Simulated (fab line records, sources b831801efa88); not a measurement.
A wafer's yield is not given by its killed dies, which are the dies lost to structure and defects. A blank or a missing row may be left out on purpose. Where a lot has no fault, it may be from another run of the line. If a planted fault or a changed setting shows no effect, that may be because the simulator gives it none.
fab line records	flow sky130
[record] lots = 12	wafers = 36	lastDay = 50
route steps=708 shown SONOS_ONO@171 LDD_N@247 LDD_P@262 LDD_HVN@276 PAD_OPEN@708
lots with no fault: from the same line, run without faults
startH: hours from the record's opening day to when the first of the lot's shown wafers began	waitH: hours since the lot's step before	" unchanged from the row above	L1.1+2: several wafers, shown together as one row	- no value present, or no start provided	* or withheld: withheld	< > ~ a bound
route shown NAME@n: names a module that has steps shown in the file, with the first one's number in the route	usual: average and standard deviation across the fault-free wafers	same: alike in all rows	chamber/n: place in a boat	sites: the reading at each site	_std_site: how widely they spread, as a standard deviation	_edge_site: outer sites' mean less inner sites'	radiusMm: for every site, how far away it sits from the centre of the wafer	mask NAME#n: copy n	behind: the most recent tool/chamber to have shaped the wafer	hold: reason for holding the lot/hours on hold/outcome of the hold	device: transistor that didn't switch, given as n, p or np	end of line: the tests these same wafers got at the end of their route	a step without rows: its recipe alone	killed: at the first sort, the dies lost to defects and structure; wafer yield is something else	map: dies across one wafer; x = killed, . = not, _ = none there
set.NAME: the setting the step ran with; set.NAME@STEP: the setting that earlier step ran with	model.NAME: the simulator's own value behind a step, which no gauge read
a sample of lots followed through the steps of the route, with each step as a table and each wafer as a row
services: when a tool's chamber went out of use (startH, in hours from the record's first day, below 0 if earlier), for how many hours, and the reason
[[steps]]
[step SKY_SONOS_ONO_THK_MEAS_03]
[recipe] reads = Si3N4_of_SONOS_ONO_CVD_02
[usual] SONOS_ONO_CVD_02_THK = 10.55/0.16
lot.wafer	tool	chamber	startH	waitH	SONOS_ONO_CVD_02_THK[nm]
L621.3	filmMetro-04	-	257.64	0.0	10.36
L621.4	"	-	"	"	10.29
L621.6	"	-	"	"	10.55
L622.1	filmMetro-03	-	268.70	0.0	10.35
L622.5	"	-	"	"	10.45
L622.6	"	-	"	"	10.57
L623.2	filmMetro-01	-	274.11	0.0	10.18
L623.3	"	-	"	"	10.20
L623.4	"	-	"	"	10.19
L628.2	filmMetro-03	-	319.75	0.0	10.93
L628.3	"	-	"	"	10.82
L628.5	"	-	"	"	10.83
L630.1	filmMetro-04	-	342.05	0.0	10.54
L630.3	"	-	"	"	10.57
L630.5	"	-	"	"	10.56
L634.1	filmMetro-01	-	366.19	0.0	10.50
L634.2	"	-	"	"	10.43
L634.3	"	-	"	"	10.39
L635.1	filmMetro-01	-	375.59	0.0	10.61
L635.3	"	-	"	"	10.61
L635.6	"	-	"	"	10.65
L637.1	filmMetro-01	-	393.64	0.0	10.65
L637.3	"	-	"	"	10.69
L637.4	"	-	"	"	10.73
L638.3	filmMetro-01	-	398.26	0.0	10.60
L638.4	"	-	"	"	10.70
L638.6	"	-	"	"	10.60
L640.4	filmMetro-01	-	416.65	0.0	10.41
L640.5	"	-	"	"	10.49
L640.6	"	-	"	"	10.50
L641.1	filmMetro-03	-	421.51	0.0	10.59
L641.3	"	-	"	"	10.53
L641.5	"	-	"	"	10.52
L643.2	filmMetro-03	-	437.45	0.0	10.75
L643.3	"	-	"	"	10.66
L643.5	"	-	"	"	10.76
[step SKY_LDD_N_IMPLANT_10]
[recipe] species = As	energyKev = 20	doseCm2 = 7.5e+13	tiltDeg = withheld	rotationDeg = 203
[usual] doseIonsCm2 = 7.499e+13/8.2e+10	faradayCurrentUA = 422/8.4
lot.wafer	tool	chamber	startH	waitH	doseIonsCm2	faradayCurrentUA
L621.3	implanter-02	0	402.25	0.1	7.501e+13	426
L621.4	"	0	"	"	7.501e+13	431
L621.6	"	0	"	"	7.504e+13	427
L622.1	implanter-04	0	417.02	0.1	7.495e+13	429
L622.5	"	0	"	"	7.502e+13	418
L622.6	"	0	"	"	7.492e+13	417
L623.2	implanter-03	0	425.52	0.1	7.495e+13	430
L623.3	"	0	"	"	7.501e+13	418
L623.4	"	0	"	"	7.501e+13	416
L628.2	implanter-04	0	480.45	0.1	4.629e+13	256
L628.3	"	0	"	"	4.635e+13	267
L628.5	"	0	"	"	4.63e+13	263
L630.1	implanter-04	0	501.72	0.1	4.644e+13	261
L630.3	"	0	"	"	4.639e+13	252
L630.5	"	0	"	"	4.638e+13	263
L634.1	implanter-02	0	530.24	0.1	7.499e+13	403
L634.2	"	0	"	"	7.502e+13	421
L634.3	"	0	"	"	7.499e+13	428
L635.1	implanter-03	0	539.47	0.1	7.522e+13	427
L635.3	"	0	"	"	7.513e+13	422
L635.6	"	0	"	"	7.501e+13	416
L637.1	implanter-04	0	556.72	0.1	7.488e+13	424
L637.3	"	0	"	"	7.491e+13	419
L637.4	"	0	"	"	7.496e+13	430
L638.3	implanter-04	0	559.79	0.1	7.493e+13	433
L638.4	"	0	"	"	7.492e+13	423
L638.6	"	0	"	"	7.483e+13	418
L640.4	implanter-03	0	581.12	0.1	7.497e+13	423
L640.5	"	0	"	"	7.484e+13	425
L640.6	"	0	"	"	7.5e+13	410
L641.1	implanter-03	0	585.84	0.1	7.496e+13	414
L641.3	"	0	"	"	7.495e+13	422
L641.5	"	0	"	"	7.501e+13	433
L643.2	implanter-03	0	600.32	0.1	7.492e+13	422
L643.3	"	0	"	"	7.51e+13	409
L643.5	"	0	"	"	7.511e+13	412
[step SKY_LDD_N_STRIP_16]
[recipe] chemistry = O2/N2	powerW = 1400	pressureMtorr = 1500	platenTempC = withheld	o2FlowSccm = 3000	n2FlowSccm = 300	overashFraction = 0.5
[usual] drypumpMotorCurrentA = 6.2/0.47	oesProductAu = 0.407/0.0046	stripTimeToEndpointS = 4.316/0.018
lot.wafer	tool	chamber	startH	waitH	drypumpMotorCurrentA	oesProductAu	rfHoursCounterH	stripTimeToEndpointS
L621.3	plasmaAsher-02	1	403.13	0.1	6.4	0.403	-	4.302
L621.4	"	0	"	"	6.6	0.408	-	4.317
L621.6	"	1	"	"	6.4	0.408	-	4.299
L622.1	plasmaAsher-02	0	417.92	0.1	6.7	0.403	74	4.317
L622.5	"	1	"	"	6.4	0.406	-	4.297
L622.6	"	0	"	"	6.6	0.412	-	4.308
L623.2	plasmaAsher-02	0	426.39	0.1	6.6	0.406	75	4.337
L623.3	"	0	"	"	6.6	0.409	-	4.323
L623.4	"	1	"	"	6.5	0.400	-	4.362
L628.2	plasmaAsher-04	0	481.32	0.1	5.6	0.415	38	4.244
L628.3	"	0	"	"	5.6	0.410	-	4.250
L628.5	"	1	"	"	6.0	0.409	-	4.236
L630.1	plasmaAsher-02	0	502.62	0.1	6.6	0.411	82	4.262
L630.3	"	0	"	"	6.6	0.413	-	4.257
L630.5	"	0	"	"	6.7	0.405	-	4.251
L634.1	plasmaAsher-02	1	531.14	0.1	6.4	0.403	85	4.289
L634.2	"	0	"	"	6.6	0.408	85	4.305
L634.3	"	0	"	"	6.6	0.401	-	4.288
L635.1	plasmaAsher-02	1	540.37	0.1	6.5	0.394	85	4.295
L635.3	"	1	"	"	6.5	0.405	-	4.294
L635.6	"	0	"	"	6.7	0.408	-	4.300
L637.1	plasmaAsher-01	0	557.62	0.1	5.4	0.408	73	4.299
L637.3	"	0	"	"	5.4	0.399	-	4.288
L637.4	"	1	"	"	6.6	0.407	-	4.291
L638.3	plasmaAsher-02	0	560.67	0.1	6.6	0.410	-	4.300
L638.4	"	1	"	"	6.4	0.412	-	4.296
L638.6	"	0	"	"	6.6	0.401	-	4.317
L640.4	plasmaAsher-01	1	581.97	0.1	6.6	0.407	-	4.323
L640.5	"	1	"	"	6.6	0.412	-	4.323
L640.6	"	0	"	"	5.4	0.408	-	4.305
L641.1	plasmaAsher-04	1	586.74	0.1	6.0	0.406	45	4.341
L641.3	"	1	"	"	6.0	0.402	-	4.344
L641.5	"	1	"	"	6.0	0.409	-	4.367
L643.2	plasmaAsher-04	0	601.20	0.1	5.6	0.408	47	4.340
L643.3	"	0	"	"	5.5	0.407	-	4.328
L643.5	"	1	"	"	6.0	0.405	-	4.353
[step SKY_LDD_P_CD_MEAS_07]
[recipe] targetCdNm = 380
[usual] cdNm = 380.4/2.5
lot.wafer	tool	chamber	startH	waitH	cdNm
L621.3	cdSem-01	-	433.05	0.1	383.2
L621.4	"	-	"	"	383.7
L621.6	"	-	"	"	381.6
L622.1	cdSem-01	-	448.67	0.1	377.6
L622.5	"	-	"	"	377.2
L622.6	"	-	"	"	376.7
L623.2	cdSem-02	-	457.91	0.1	383.3
L623.3	"	-	"	"	382.0
L623.4	"	-	"	"	382.3
L628.2	cdSem-01	-	512.09	0.1	380.2
L628.3	"	-	"	"	378.9
L628.5	"	-	"	"	379.0
L630.1	cdSem-02	-	532.82	0.1	379.6
L630.3	"	-	"	"	383.1
L630.5	"	-	"	"	380.9
L634.1	cdSem-02	-	561.54	0.1	380.6
L634.2	"	-	"	"	383.2
L634.3	"	-	"	"	382.8
L635.1	cdSem-01	-	570.52	0.1	380.9
L635.3	"	-	"	"	381.0
L635.6	"	-	"	"	379.7
L637.1	cdSem-01	-	587.70	0.1	377.1
L637.3	"	-	"	"	375.8
L637.4	"	-	"	"	377.4
L638.3	cdSem-01	-	590.49	0.1	383.6
L638.4	"	-	"	"	382.7
L638.6	"	-	"	"	383.6
L640.4	cdSem-01	-	611.64	0.1	376.0
L640.5	"	-	"	"	380.9
L640.6	"	-	"	"	379.2
L641.1	cdSem-02	-	615.07	0.1	380.5
L641.3	"	-	"	"	380.2
L641.5	"	-	"	"	380.0
L643.2	cdSem-01	-	630.10	0.1	382.2
L643.3	"	-	"	"	382.7
L643.5	"	-	"	"	382.3
[step SKY_LDD_HVN_STRIP_09]
[recipe] chemistry = O2/N2	powerW = 1400	pressureMtorr = 1500	platenTempC = withheld	o2FlowSccm = 3000	n2FlowSccm = 300	overashFraction = 0.5
[usual] drypumpMotorCurrentA = 6.0/0.42	oesProductAu = 0.408/0.0046	stripTimeToEndpointS = 4.134/0.016
lot.wafer	tool	chamber	startH	waitH	drypumpMotorCurrentA	oesProductAu	rfHoursCounterH	stripTimeToEndpointS
L621.3	plasmaAsher-04	1	465.21	0.1	6.0	0.408	-	4.144
L621.4	"	0	"	"	5.6	0.404	-	4.136
L621.6	"	0	"	"	5.5	0.403	-	4.124
L622.1	plasmaAsher-03	1	479.67	0.1	6.4	0.408	5	4.141
L622.5	"	1	"	"	6.4	0.412	-	4.118
L622.6	"	0	"	"	6.0	0.414	-	4.133
L623.2	plasmaAsher-01	1	489.07	0.1	6.6	0.407	66	4.133
L623.3	"	0	"	"	5.4	0.415	-	4.129
L623.4	"	1	"	"	6.6	0.418	-	4.128
L628.2	plasmaAsher-04	0	542.45	0.1	5.6	0.405	44	4.129
L628.3	"	0	"	"	5.6	0.409	-	4.133
L628.5	"	1	"	"	6.0	0.405	-	4.137
L630.1	plasmaAsher-01	0	563.52	0.1	5.4	0.409	74	4.181
L630.3	"	0	"	"	5.4	0.401	-	4.176
L630.5	"	0	"	"	5.4	0.402	-	4.156
L634.1	plasmaAsher-01	0	591.37	0.1	5.4	0.407	77	4.115
L634.2	"	1	"	"	6.6	0.409	77	4.124
L634.3	"	1	"	"	6.6	0.412	-	4.127
L635.1	plasmaAsher-01	0	599.70	0.1	5.4	0.405	78	4.113
L635.3	"	0	"	"	5.4	0.406	-	4.121
L635.6	"	1	"	"	6.6	0.406	-	4.106
L637.1	plasmaAsher-04	1	616.45	0.1	5.9	0.398	48	4.146
L637.3	"	1	"	"	5.9	0.403	-	4.133
L637.4	"	0	"	"	5.6	0.409	-	4.147
L638.3	plasmaAsher-01	1	620.25	0.1	6.6	0.403	-	4.134
L638.4	"	0	"	"	5.4	0.408	-	4.148
L638.6	"	1	"	"	6.6	0.412	-	4.161
L640.4	plasmaAsher-04	0	641.44	0.1	5.6	0.409	-	4.127
L640.5	"	1	"	"	6.0	0.411	-	4.123
L640.6	"	0	"	"	5.6	0.414	-	4.146
L641.1	plasmaAsher-04	1	644.32	0.1	6.0	0.408	51	4.123
L641.3	"	0	"	"	5.6	0.407	-	4.138
L641.5	"	0	"	"	5.6	0.408	-	4.137
L643.2	plasmaAsher-03	0	658.75	0.1	5.9	0.416	23	4.144
L643.3	"	0	"	"	5.9	0.405	-	4.124
L643.5	"	1	"	"	6.4	0.401	-	4.135
[step SKY_PAD_OPEN_PROBE_99]
[usual] killed_at_M0_to_M3 = 42/6.9	killed_at_M4_up = 3.2/1.7	killedAtContacts = 23/5.5	killedAtFrontEnd = 16/4	killedAtOther = 0.4/0.55	killedDies = 85/9.2	killedOpen = 46/6.8	killedShort = 38/6.2
[same] grossDies = 492	killedAtBackSide = 0
lot.wafer	tool	chamber	startH	waitH	killed_at_M0_to_M3	killed_at_M4_up	killedAtContacts	killedAtFrontEnd	killedAtOther	killedDies	killedOpen	killedShort
L628.2	prober-01	-	1129.22	0.1	50	1	20	11	0	82	48	34
L628.3	prober-01	-	1129.27	0.2	37	4	22	19	0	82	38	44
L628.5	prober-01	-	1129.37	0.2	32	1	14	16	1	64	43	21
L637.1	prober-01	-	1171.46	0.1	47	2	22	14	0	85	48	37
L637.3	prober-01	-	1171.56	0.2	42	3	23	13	0	81	46	34
L637.4	prober-01	-	1171.61	0.2	51	4	12	12	0	79	38	41
// killed by level:class
L628.2 VIA2:geometricParticle:open=12 VIA1:geometricParticle:open=10 CONTACT:geometricParticle:open=8 METAL1:geometricParticle:short=7 VIA2:geometricParticle:short=6 CONTACT:geometricParticle:short=5 VIA3:geometricParticle:open=4 POLY_GATE:geometricParticle:open=4
L628.3 VIA2:geometricParticle:open=8 POLY_GATE:geometricParticle:short=6 CONTACT:geometricParticle:open=6 POLY_GATE:geometricParticle:open=5 CONTACT:geometricParticle:short=5 VIA1:geometricParticle:open=5 LOCAL_INTERCONNECT:geometricParticle:short=4 VIA2:geometricParticle:short=4
L628.5 VIA1:geometricParticle:open=9 VIA3:geometricParticle:open=8 LI_CONTACT:geometricParticle:open=7 CONTACT:geometricParticle:open=5 VIA2:geometricParticle:open=5 FIELD_ISO:geometricParticle:short=3 POLY_GATE:geometricParticle:short=3 POLY_GATE:geometricParticle:open=3
L637.1 VIA1:geometricParticle:open=16 CONTACT:geometricParticle:open=7 VIA1:geometricParticle:short=6 VIA2:geometricParticle:open=6 LI_CONTACT:geometricParticle:open=5 CONTACT:geometricParticle:short=5 METAL2:geometricParticle:short=5 FIELD_ISO:geometricParticle:short=4
L637.3 VIA1:geometricParticle:open=15 CONTACT:geometricParticle:open=9 CONTACT:geometricParticle:short=8 VIA3:geometricParticle:open=8 POLY_GATE:geometricParticle:short=5 METAL2:geometricParticle:short=4 VIA1:geometricParticle:short=4 VIA3:geometricParticle:short=4
L637.4 VIA1:geometricParticle:open=9 CONTACT:geometricParticle:open=7 VIA3:geometricParticle:open=7 VIA1:geometricParticle:short=6 VIA2:geometricParticle:open=6 METAL3:geometricParticle:short=6 POLY_GATE:geometricParticle:short=5 METAL1:geometricParticle:short=5
[[services]]
tool	chamber	startH	hours	kind
implanter-03	-	380.22	1.2	repair
implanter-02	-	417.30	6.3	repair
plasmaAsher-03	-	421.25	9.0	pm
plasmaAsher-03	0	421.25	9.0	ventCycle
plasmaAsher-03	1	421.25	9.0	ventCycle
plasmaAsher-03	0	430.25	-	clean
plasmaAsher-03	1	430.25	-	clean
plasmaAsher-02	-	458.54	0.5	repair
implanter-03	-	459.37	3.6	pm
plasmaAsher-02	-	477.86	2.8	pm
plasmaAsher-03	-	495.84	2.8	pm
implanter-04	-	504.70	24.2	pm
implanter-02	-	512.49	2.8	repair
implanter-03	-	528.50	6.1	pm
implanter-04	-	528.92	2.5	pm
plasmaAsher-04	-	548.11	36.6	repair
implanter-03	-	553.71	1.5	repair
implanter-03	-	559.21	3.2	pm
plasmaAsher-03	-	610.92	1.2	repair
implanter-04	-	618.15	2.4	repair
implanter-04	-	651.84	1.9	repair
[[key]]
[firstSign] step = SKY_LDD_N_IMPLANT_10	reading = doseIonsCm2	direction = down	sigmas = 99+	usual = *	struck = *
[effect] step = SKY_LDD_N_IMPLANT_10	reading = faradayCurrentUA	direction = down	sigmas = 19	usual = 422	struck = 260
[effect] step = SKY_LDD_N_STRIP_16	reading = stripTimeToEndpointS	direction = down	sigmas = 3.8	usual = *	struck = *
metAt SKY_LDD_N_IMPLANT_10
struckLots L628,L630
testerLeftOut L628,L630
notActingAt SKY_SONOS_ONO_THK_MEAS_03,SKY_LDD_P_CD_MEAS_07,SKY_LDD_HVN_STRIP_09
onsetBetween 417.02 480.45
[fault] kind = processParameterDrift	tool = implanter-04	chamber = -	onsetH = 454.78	steps = SKY_LDD_N_IMPLANT_10	channel = doseCm2	offset = *	shape = step	endH = 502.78	actsIn = *	stated = *
// testerLeftOut: of these lots the tester's yield and bins aren't shown, on N5 and GAA mostly nor the transistor test; their killed dies are dies lost to structure and defects alone, not to doping, threshold or leakage, so they don't give the yield
